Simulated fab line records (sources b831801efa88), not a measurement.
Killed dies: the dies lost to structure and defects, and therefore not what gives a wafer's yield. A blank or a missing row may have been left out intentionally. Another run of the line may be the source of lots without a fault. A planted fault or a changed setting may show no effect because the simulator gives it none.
fab line records    flow sfqLine
record: lots: 14  wafers: 42  lastDay: 92
route steps=325 shown I4@175 JJ@186 A5B@209
lots with no fault: from the same line, run without faults
startH: the number of hours between the record's first day and the start of the first shown wafer of the lot    waitH: hours from the lot's prior step to this one    " the same as in the row above    L1.1+2: one row covering several wafers at once    - value missing, or start not given    * or withheld: withheld    < > ~ a bound
route shown NAME@n: a module of which the file shows steps, and the number in the route of the first    usual: mean/standard deviation taken from wafers without a fault    same: alike in all rows    chamber/n: place in a boat    sites: the reading at each site    _std_site: the standard deviation of these    _edge_site: outer sites' mean less inner sites'    radiusMm: for every site, how far away it sits from the centre of the wafer    mask NAME#n: copy n    behind: the tool/chamber that last shaped the wafer    hold: reason for holding the lot/hours on hold/outcome of the hold    device: whichever transistor did not switch (one of n, p or np)    end of line: tests run on the same wafers once the route is complete    a step with no rows: only its recipe    killed: count of dies lost to structure and defects at first sort (not the wafer's yield)    map: the dies of a wafer, with x for killed, . for not killed, _ for no die there
set.NAME: the run value of the setting; set.NAME@STEP: its run value at that earlier step    model.NAME: the simulator's own value behind a step, which no gauge read
steps of the route over a sample of lots; a table a step, a row a wafer
services: when a tool's chamber went out of use (startH, in hours from the record's first day, below 0 if earlier), for how many hours, and the reason
== steps ==
step: SFQ_TRILAYER_I4_VIA_ETCH_VIA_ETCH_106
recipe: target: SiO2  stopOn: Nb  maskMaterial: PR  taperDeg: 20  chemistry: CHF3  targetDepthNm: 260  sourceW: 500  biasW: 80  pressureMtorr: 30  timeS: withheld
usual: drypumpMotorCurrentA: 5.9/0.48  oesProductAu: 0.855/0.0056  rfFwdPowerW: 498.0/1.6
lot.wafer  tool        chamber  startH   waitH  drypumpMotorCurrentA  oesProductAu  rfFwdPowerW
L462.1     rieDiel-04  2        1289.20  0.0    5.6                   0.852         499.2
L462.3     "           0        "        "      5.1                   0.844         496.2
L462.4     "           3        "        "      5.9                   0.856         502.2
L463.1     rieDiel-02  0        1290.40  0.0    6.1                   0.861         498.4
L463.4     "           3        "        "      6.3                   0.852         497.1
L463.5     "           1        "        "      5.0                   0.854         500.7
L469.1     rieDiel-02  0        1417.55  0.0    6.0                   0.858         497.2
L469.3     "           2        "        "      6.3                   0.858         500.8
L469.6     "           1        "        "      5.0                   0.850         499.2
L472.2     rieDiel-01  0        1437.95  0.0    5.6                   0.858         495.1
L472.4     "           1        "        "      6.3                   0.863         498.8
L472.5     "           3        "        "      5.6                   0.865         499.8
L473.3     rieDiel-04  0        1443.95  0.0    5.1                   0.846         496.7
L473.4     "           1        "        "      6.7                   0.855         500.7
L473.6     "           1        "        "      6.7                   0.861         499.1
L476.1     rieDiel-01  2        1466.87  0.0    6.0                   0.863         498.5
L476.3     "           1        "        "      6.3                   0.852         498.1
L476.4     "           0        "        "      5.7                   0.857         497.3
L477.2     rieDiel-04  1        1469.27  0.0    6.6                   0.857         501.5
L477.4     "           1        "        "      6.7                   0.855         500.9
L477.6     "           2        "        "      5.6                   0.855         495.5
L478.1     rieDiel-02  2        1476.47  0.0    6.4                   0.845         499.7
L478.2     "           0        "        "      6.1                   0.855         498.7
L478.6     "           1        "        "      5.0                   0.845         497.2
L479.1     rieDiel-01  1        1490.87  0.0    6.3                   0.863         498.1
L479.2     "           2        "        "      6.0                   0.848         496.0
L479.6     "           1        "        "      6.3                   0.857         498.5
L481.2     rieDiel-04  3        1564.35  0.0    5.8                   0.853         496.6
L481.5     "           3        "        "      5.8                   0.851         498.0
L481.6     "           1        "        "      6.7                   0.849         495.7
L482.1     rieDiel-04  1        1571.57  0.0    6.6                   0.844         497.6
L482.4     "           2        "        "      5.6                   0.858         496.4
L482.5     "           1        "        "      6.7                   0.849         497.5
L483.2     rieDiel-01  2        1581.63  0.0    6.0                   0.857         500.0
L483.4     "           3        "        "      5.6                   0.850         495.3
L483.6     "           0        "        "      5.6                   0.854         497.1
L484.1     rieDiel-01  1        1585.23  0.0    6.3                   0.860         498.3
L484.5     "           1        "        "      6.3                   0.848         497.2
L484.6     "           0        "        "      5.7                   0.854         496.3
L485.1     rieDiel-01  3        1588.83  0.0    5.6                   0.857         497.0
L485.5     "           0        "        "      5.6                   0.851         497.9
L485.6     "           3        "        "      5.6                   0.852         498.3
step: SFQ_TRILAYER_JJ_CE_LITHO_COAT_114
recipe: resist: KrF  spinRpm: 3000  resistThkNm: 600
lot.wafer   tool           chamber  startH   waitH
L462.1+3+4  lithoTrack-01  0        1291.82  0.2
L463.1+4+5  lithoTrack-03  0        1292.97  0.2
L469.1+3+6  lithoTrack-03  0        1420.12  0.2
L472.2+4+5  lithoTrack-04  0        1440.57  0.2
L473.3+4+6  lithoTrack-04  0        1447.81  0.2
L476.1+3+4  lithoTrack-01  0        1469.46  0.2
L477.2+4+6  lithoTrack-03  0        1471.89  0.2
L478.1+2+6  lithoTrack-01  0        1479.04  0.2
L479.1+2+6  lithoTrack-01  0        1493.44  0.2
L481.2+5+6  lithoTrack-01  0        1566.97  0.2
L482.1+4+5  lithoTrack-04  0        1574.20  0.2
L483.2+4+6  lithoTrack-03  0        1584.25  0.2
L484.1+5+6  lithoTrack-04  0        1587.80  0.2
L485.1+5+6  lithoTrack-01  0        1591.40  0.2
step: SFQ_JJ_OVL_MEAS_931
usual: J5_OVL: 0/5.7
lot.wafer  tool        chamber  startH   waitH  J5_OVL[nm]
L462.1     overlay-01  -        1297.09  0.1    -1
L462.3     "           -        "        "      3
L462.4     "           -        "        "      4
L463.1     overlay-01  -        1298.29  0.1    -7
L463.4     "           -        "        "      -1
L463.5     "           -        "        "      -8
L469.1     overlay-01  -        1523.20  0.1    2
L469.3     "           -        "        "      4
L469.6     "           -        "        "      -4
L472.2     overlay-02  -        1561.01  0.1    4
L472.4     "           -        "        "      3
L472.5     "           -        "        "      0
L473.3     overlay-01  -        1569.09  0.1    2
L473.4     "           -        "        "      -1
L473.6     "           -        "        "      -4
L476.1     overlay-02  -        1586.35  0.1    -10
L476.3     "           -        "        "      -10
L476.4     "           -        "        "      -4
L477.2     overlay-02  -        1587.56  0.1    -4
L477.4     "           -        "        "      3
L477.6     "           -        "        "      -2
L478.1     overlay-02  -        1592.35  0.1    1
L478.2     "           -        "        "      -8
L478.6     "           -        "        "      -2
L479.1     overlay-02  -        1600.75  0.1    3
L479.2     "           -        "        "      3
L479.6     "           -        "        "      3
L481.2     overlay-01  -        1648.60  0.1    11
L481.5     "           -        "        "      6
L481.6     "           -        "        "      12
L482.1     overlay-01  -        1655.79  0.1    6
L482.4     "           -        "        "      10
L482.5     "           -        "        "      3
L483.2     overlay-01  -        1672.60  0.1    4
L483.4     "           -        "        "      2
L483.6     "           -        "        "      -2
L484.1     overlay-01  -        1679.79  0.1    -10
L484.5     "           -        "        "      -14
L484.6     "           -        "        "      -7
L485.1     overlay-02  -        1688.19  0.1    14
L485.5     "           -        "        "      9
L485.6     "           -        "        "      7
step: SFQ_TRILAYER_JJ_CE_METRO_MEASURE_117
usual: cdNm: 699.9/1.2
lot.wafer  tool      chamber  startH   waitH  cdNm
L462.1     cdSem-01  -        1297.13  0.0    702.2
L462.3     "         -        "        "      701.0
L462.4     "         -        "        "      701.7
L463.1     cdSem-02  -        1298.33  0.0    701.0
L463.4     "         -        "        "      700.7
L463.5     "         -        "        "      699.9
L469.1     cdSem-02  -        1523.23  0.0    698.4
L469.3     "         -        "        "      699.0
L469.6     "         -        "        "      698.4
L472.2     cdSem-01  -        1561.24  0.2    693.1
L472.4     "         -        "        "      693.8
L472.5     "         -        "        "      694.3
L472.2     cdSem-01  -        1562.61  1.2    693.1
L472.4     "         -        "        "      693.6
L472.5     "         -        "        "      694.4
L473.3     cdSem-02  -        1569.51  0.4    692.3
L473.4     "         -        "        "      693.4
L473.6     "         -        "        "      693.9
L473.3     cdSem-02  -        1570.88  1.2    692.1
L473.4     "         -        "        "      693.0
L473.6     "         -        "        "      693.6
L476.1     cdSem-01  -        1586.39  0.0    700.8
L476.3     "         -        "        "      700.4
L476.4     "         -        "        "      699.4
L477.2     cdSem-02  -        1587.79  0.2    699.3
L477.4     "         -        "        "      698.8
L477.6     "         -        "        "      699.3
L478.1     cdSem-01  -        1592.39  0.0    702.4
L478.2     "         -        "        "      701.5
L478.6     "         -        "        "      701.1
L479.1     cdSem-02  -        1600.79  0.0    700.2
L479.2     "         -        "        "      700.0
L479.6     "         -        "        "      698.9
L481.2     cdSem-01  -        1648.83  0.2    702.0
L481.5     "         -        "        "      700.9
L481.6     "         -        "        "      701.5
L482.1     cdSem-01  -        1655.83  0.0    700.7
L482.4     "         -        "        "      700.7
L482.5     "         -        "        "      700.9
L483.2     cdSem-02  -        1672.83  0.2    700.9
L483.4     "         -        "        "      701.7
L483.6     "         -        "        "      701.6
L484.1     cdSem-01  -        1679.83  0.0    699.6
L484.5     "         -        "        "      699.3
L484.6     "         -        "        "      699.7
L485.1     cdSem-02  -        1688.23  0.0    700.1
L485.5     "         -        "        "      699.4
L485.6     "         -        "        "      698.9
step: SFQ_TRILAYER_A5B_DEP_PECVD_129
recipe: material: SiO2  tempC: 150  timeS: 133.33  pressureTorr: 2.4  rfW: 183.3  precursor: SiH4/N2O  targetThkNm: 600
usual: heaterPowerW: 83/9.2  rfFwdPowerW: 182.2/0.7  throttleValvePct: 23.9/1.4
lot.wafer  tool      chamber  startH   waitH  heaterPowerW  rfFwdPowerW  throttleValvePct
L462.1     pecvd-03  0        1408.95  0.0    77            181.4        23.4
L462.3     "         2        "        "      88            182.4        25.9
L462.4     "         1        "        "      81            182.0        27.8
L463.1     pecvd-01  0        1410.14  0.0    73            182.8        22.7
L463.4     "         1        "        "      59            181.7        23.1
L463.5     "         0        "        "      75            182.1        22.9
L469.1     pecvd-01  2        1529.54  0.0    85            182.2        22.5
L469.3     "         1        "        "      71            183.2        23.4
L469.6     "         1        "        "      73            183.4        23.5
L472.2     pecvd-03  1        1571.19  0.0    98            181.7        27.9
L472.4     "         0        "        "      80            182.7        23.5
L472.5     "         1        "        "      97            182.4        28.0
L473.3     pecvd-03  2        1583.37  0.0    86            182.4        25.9
L473.4     "         0        "        "      76            181.9        23.5
L473.6     "         1        "        "      95            181.6        28.0
L476.1     pecvd-02  0        1684.46  0.0    89            180.6        24.9
L476.3     "         1        "        "      89            181.3        22.5
L476.4     "         1        "        "      93            181.9        22.5
L477.2     pecvd-01  1        1686.86  0.0    71            183.1        24.1
L477.4     "         0        "        "      77            183.2        24.4
L477.6     "         1        "        "      73            182.4        23.5
L478.1     pecvd-02  1        1695.26  0.0    91            181.3        22.3
L478.2     "         2        "        "      73            182.6        23.9
L478.6     "         0        "        "      80            181.9        24.6
L479.1     pecvd-03  0        1703.00  0.0    73            182.4        21.6
L479.2     "         1        "        "      84            181.6        22.6
L479.6     "         0        "        "      77            182.9        21.5
L481.2     pecvd-02  1        1738.36  0.0    89            182.0        22.8
L481.5     "         2        "        "      68            182.4        24.1
L481.6     "         0        "        "      95            181.7        24.7
L482.1     pecvd-01  0        1747.61  0.0    81            182.7        24.4
L482.4     "         0        "        "      81            182.2        24.6
L482.5     "         1        "        "      72            182.8        24.1
L483.2     pecvd-03  2        1772.68  0.0    95            181.7        24.3
L483.4     "         2        "        "      81            182.7        24.4
L483.6     "         1        "        "      99            181.9        22.5
L484.1     pecvd-01  1        1783.31  0.0    64            183.8        24.5
L484.5     "         0        "        "      77            182.4        24.7
L484.6     "         2        "        "      72            182.2        23.1
L485.1     pecvd-02  2        1788.11  0.0    76            182.0        24.2
L485.5     "         0        "        "      91            182.4        25.1
L485.6     "         1        "        "      88            180.9        22.7
== services ==
tool      chamber  startH   hours  kind
cdSem-01  -        1268.69  0.6    pm
cdSem-02  -        1287.03  0.4    pm
cdSem-02  -        1314.79  1.8    pm
cdSem-02  -        1340.78  0.2    pm
cdSem-01  -        1345.48  0.5    pm
cdSem-01  -        1354.42  6.9    pm
cdSem-01  -        1394.42  1.2    pm
cdSem-02  -        1411.14  0.6    pm
cdSem-01  -        1452.69  1.8    pm
cdSem-02  -        1471.03  1.1    pm
cdSem-01  -        1487.98  1.2    pm
cdSem-02  -        1498.79  0.8    pm
cdSem-01  -        1529.48  0.6    pm
cdSem-02  -        1531.91  5.5    pm
cdSem-01  -        1578.42  0.6    pm
cdSem-02  -        1595.14  0.1    pm
cdSem-01  -        1599.31  2.0    pm
cdSem-02  -        1610.78  0.5    pm
cdSem-01  -        1636.69  0.8    pm
cdSem-02  -        1655.03  1.9    pm
cdSem-02  -        1664.00  2.6    repair
cdSem-02  -        1682.79  0.7    pm
cdSem-01  -        1713.55  0.9    pm
cdSem-02  -        1717.71  3.2    pm
== key ==
firstSign: step: SFQ_TRILAYER_JJ_CE_METRO_MEASURE_117  reading: visit  direction: added
effect: step: SFQ_TRILAYER_JJ_CE_METRO_MEASURE_117  reading: cdNm  direction: down  sigmas: 5.2  usual: 699.9  struck: 693.5
metAt SFQ_TRILAYER_JJ_CE_LITHO_COAT_114
struckLots L472,L473
notActingAt SFQ_TRILAYER_I4_VIA_ETCH_VIA_ETCH_106,SFQ_JJ_OVL_MEAS_931,SFQ_TRILAYER_A5B_DEP_PECVD_129
fault: kind: processParameterDrift  tool: lithoTrack-04  chamber: -  onsetH: 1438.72  steps: SFQ_TRILAYER_JJ_CE_LITHO_COAT_114  channel: resistThkNm  offset: -133.4  shape: step  endH: 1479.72  actsIn: theseRecipesOnly  stated: 600
